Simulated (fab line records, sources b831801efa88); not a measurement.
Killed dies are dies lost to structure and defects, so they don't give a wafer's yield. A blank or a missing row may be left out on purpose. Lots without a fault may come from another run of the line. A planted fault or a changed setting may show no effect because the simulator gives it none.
Split-lot experiment | flow gf180mcu | 5 lots, 23 wafers read, on a route of 602 steps

THE SPLIT
At GF_MVSD_IMPLANT_08, the setting energy_kev was moved away from the recipe's 400 on 8 of the 23 wafers read, by -6.2% to +8.8%. The other wafers ran this setting at the recipe's value.

The reading is taken at the split's own step.

THE READING
implant.drp_nm (the simulator's own value, which no gauge read), in nm, at GF_MVSD_IMPLANT_08. The file gives no usual value for it.

wafer  | tool, chamber at the split | energy_kev as run | against the recipe | implant.drp_nm, nm | against lot-mates on the recipe
L076.1 | implanter-03, 0            | 400               | recipe             | 116.9              | -
L076.4 | implanter-03, 0            | 400               | recipe             | 116.9              | -
L076.5 | implanter-03, 0            | 400               | recipe             | 116.9              | -
L077.1 | implanter-02, 0            | 435.3             | +8.8%              | 121.9              | +5.0
L077.3 | implanter-02, 0            | 435.3             | +8.8%              | 121.9              | +5.0
L077.6 | implanter-02, 0            | 435.3             | +8.8%              | 121.9              | +5.0
L077.2 | implanter-02, 0            | 400               | recipe             | 116.9              | -
L077.5 | implanter-02, 0            | 400               | recipe             | 116.9              | -
L081.1 | implanter-01, 0            | 400               | recipe             | 116.9              | -
L081.4 | implanter-01, 0            | 400               | recipe             | 116.9              | -
L081.2 | implanter-01, 0            | 375               | -6.2%              | 112.8              | -4.1
L081.5 | implanter-01, 0            | 375               | -6.2%              | 112.8              | -4.1
L081.6 | implanter-01, 0            | 375               | -6.2%              | 112.8              | -4.1
L082.1 | implanter-03, 0            | 400               | recipe             | 116.9              | -
L082.2 | implanter-03, 0            | 400               | recipe             | 116.9              | -
L082.3 | implanter-03, 0            | 400               | recipe             | 116.9              | -
L082.4 | implanter-03, 0            | 400               | recipe             | 116.9              | -
L082.5 | implanter-03, 0            | 400               | recipe             | 116.9              | -
L083.1 | implanter-03, 0            | 377.6             | -5.6%              | 113.3              | -3.6
L083.2 | implanter-03, 0            | 377.6             | -5.6%              | 113.3              | -3.6
L083.3 | implanter-03, 0            | 400               | recipe             | 116.9              | -
L083.4 | implanter-03, 0            | 400               | recipe             | 116.9              | -
L083.6 | implanter-03, 0            | 400               | recipe             | 116.9              | -

THE FIT
A straight line over all 23 wafers: implant.drp_nm changes by +0.603 nm for each +1% of energy_kev; r = +1.00; the points scatter about the line by 0.15 nm.
The same after taking each lot's own level away (the mean of its wafers on the recipe; 23 wafers): +0.603 nm for each +1%; r = +1.00; scatter 0.15 nm.
On that fit, the largest move of energy_kev shifts the reading by 5.3 nm.
The lots' own levels span 116.90 to 116.90 nm.
So the lot-to-lot level changes the slope little: the two slopes agree.
Check: with one of the wafers moved furthest among these (+8.8%) left out of the fit, the line predicts +5.28 nm for it against its lot-mates. It came out at +5 nm against them.

OTHER SPLITS ON THESE WAFERS
These wafers also went through other splits before the reading. Each is held against what the fit with the lots' levels taken away leaves over:
other split on the same wafers | wafers away from the commonest value | r with implant.drp_nm (lot level and that fit taken away)
GF_STI_OXIDATION_01 ox_time_s  | 10                                   | +0.14
GF_STI_EXPOSE_09 dose_mj       | 2                                    | -0.22
GF_STI_PEB_10 peb_temp_c       | 11                                   | -0.25
GF_STI_WET_ETCH_26 temp_c      | 18                                   | +0.26
GF_NWELL_IMPLANT_08 energy_kev | 4                                    | -0.06

THE WHOLE CHAIN: every reading that the file lists as answering this split, in the file's order
step               | what it does | reading                                                         | change (the file's fit)               | r (the file's)
GF_MVSD_IMPLANT_08 |              | implant.rp_nm (the simulator's own value, which no gauge read)  | +4.51 nm for each +1% of the setting  | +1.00
GF_MVSD_IMPLANT_08 |              | implant.drp_nm (the simulator's own value, which no gauge read) | +0.604 nm for each +1% of the setting | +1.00

THE FILE'S OWN FIT
implant.drp_nm changes by +0.604 nm for each +1% of energy_kev, r = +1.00.
